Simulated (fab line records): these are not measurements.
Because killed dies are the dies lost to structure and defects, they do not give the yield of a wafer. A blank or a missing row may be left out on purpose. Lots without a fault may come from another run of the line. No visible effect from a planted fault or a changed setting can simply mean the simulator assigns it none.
A struck lot beside a sound one | flow sky130 | 15 out of 708 route steps
Sound: these wafers, L428.4, L428.5, L428.6. Struck: wafers L430.2, L430.4, L430.6. Last of all comes the cause.
At each step with rows: each side's tool, then ch and its chambers, then its first start. Under that, the readings that differ: sound wafers | struck wafers | difference of the means | sigmas: that difference in standard deviations of wafers without a fault.
alike: readings with means less than 2 such deviations apart, plus words and numbers identical on both sides. not compared: withheld readings, readings lacking a value on some wafer, bounds such as >300 that could conceal the same value, and numbers that have no deviation in the record and whose values overlap.
Wherever a step has rows on one side only, a row that says differs or no value, or a row with sigmas, the two part there. When numbers do not overlap yet have no deviation, they are printed without sigmas and do not part them. Lack of a reading on every wafer of one side parts them only where that side has two or more wafers.

first, 3 steps without rows for these wafers: SKY_VIA3_EXPOSE_09 (exposes mask VIM3, target cd 200 nm); SKY_VIA3_PEB_10; SKY_VIA3_DEVELOP_11 (develop time 60 s).
SKY_VIA3_CD_MEAS_12: target cd 200 nm.
  sound on cdSem-02, day 42 23:26; struck on cdSem-01, day 43 15:01
  alike: cdNm
SKY_VIA3_OVL_MEAS_13:
  sound on overlay-02, day 42 23:31; struck on overlay-01, day 43 15:07
  alike: VIA3_OVL
SKY_VIA3_ETCH_14: etches BARC in N2/H2, stops on SiO2, time 45.9 s, target depth 60 nm.
  sound on rieDiel-04 ch 1,2, day 42 23:32; struck on rieDiel-04 ch 1,3, day 43 15:09
  alike: drypumpMotorCurrentA, oesProductAu, throttleValvePct
  not compared: rfHoursCounterH
SKY_VIA3_ETCH_15: etches SiO2 in C4F8/O2/Ar, stops on TiN, target depth 507 nm, time 78 s.
  sound on rieDiel-04 ch 1,2, day 42 23:34; struck on rieDiel-04 ch 1,3, day 43 15:11
  alike: oesProductAu
  not compared: rfHoursCounterH
SKY_VIA3_STRIP_16: strips in O2/N2.
  sound on plasmaAsher-03 ch 0,1, day 42 23:40; struck on plasmaAsher-02 ch 1, day 43 15:15
  alike: drypumpMotorCurrentA, oesProductAu, stripTimeToEndpointS
  not compared: rfHoursCounterH
then, 3 steps without rows for these wafers: SKY_VIA3_STRIP_17 (strips in post etch residue remover, time 1200 s); SKY_VIA3_CLEAN_18 (cleans in IPA, time 180 s); SKY_VIA3_CLEAN_19 (cleans in O3/DIW).
SKY_VIA3_SPUTTER_20: material TiN, target thk 20 nm, time 80 s.
  sound on pvdSputter-04, day 43 00:19; struck on pvdSputter-04, day 43 15:52
  alike: cathodeDcPowerW, chamberPressurePa, throttleValvePct
SKY_VIA3_CVD_21: deposits W, target thk 390 nm, time 117.31 s.
  sound on cvdW-02 ch 0,1, day 43 00:26; struck on cvdW-02 ch 0,1, day 43 15:56
  no value came back on the struck wafers for chamberPressureTorr (Torr), heaterPowerOuterW (W), heaterPowerW (W); on the sound wafers chamberPressureTorr (Torr) reads 40.02 40.08 39.99
SKY_VIA3_RS_MEAS_22: a four-point-probe measurement.
  sound on filmMetro-02, day 43 00:34; struck on filmMetro-04, day 43 16:22
reading            | sound                | struck               | difference | sigmas
VIA3_W_RS (ohm/sq) | 0.2958 0.2931 0.2917 | 59.202 58.809 60.793 | +59.308    | +99 or more
  not compared: hold
SKY_PAD_OPEN_PROBE_99:
  sound wafers here have rows in the record (prober-01, day 48 12:52); struck ones have none

== WHERE THEY PART ==
Last at SKY_PAD_OPEN_PROBE_99 as far as this record goes, first at SKY_VIA3_CVD_21.

WHY: the cause the simulator had injected
Step skipped in full: cvdW-02, at SKY_VIA3_CVD_21, from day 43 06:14 onward. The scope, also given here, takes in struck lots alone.
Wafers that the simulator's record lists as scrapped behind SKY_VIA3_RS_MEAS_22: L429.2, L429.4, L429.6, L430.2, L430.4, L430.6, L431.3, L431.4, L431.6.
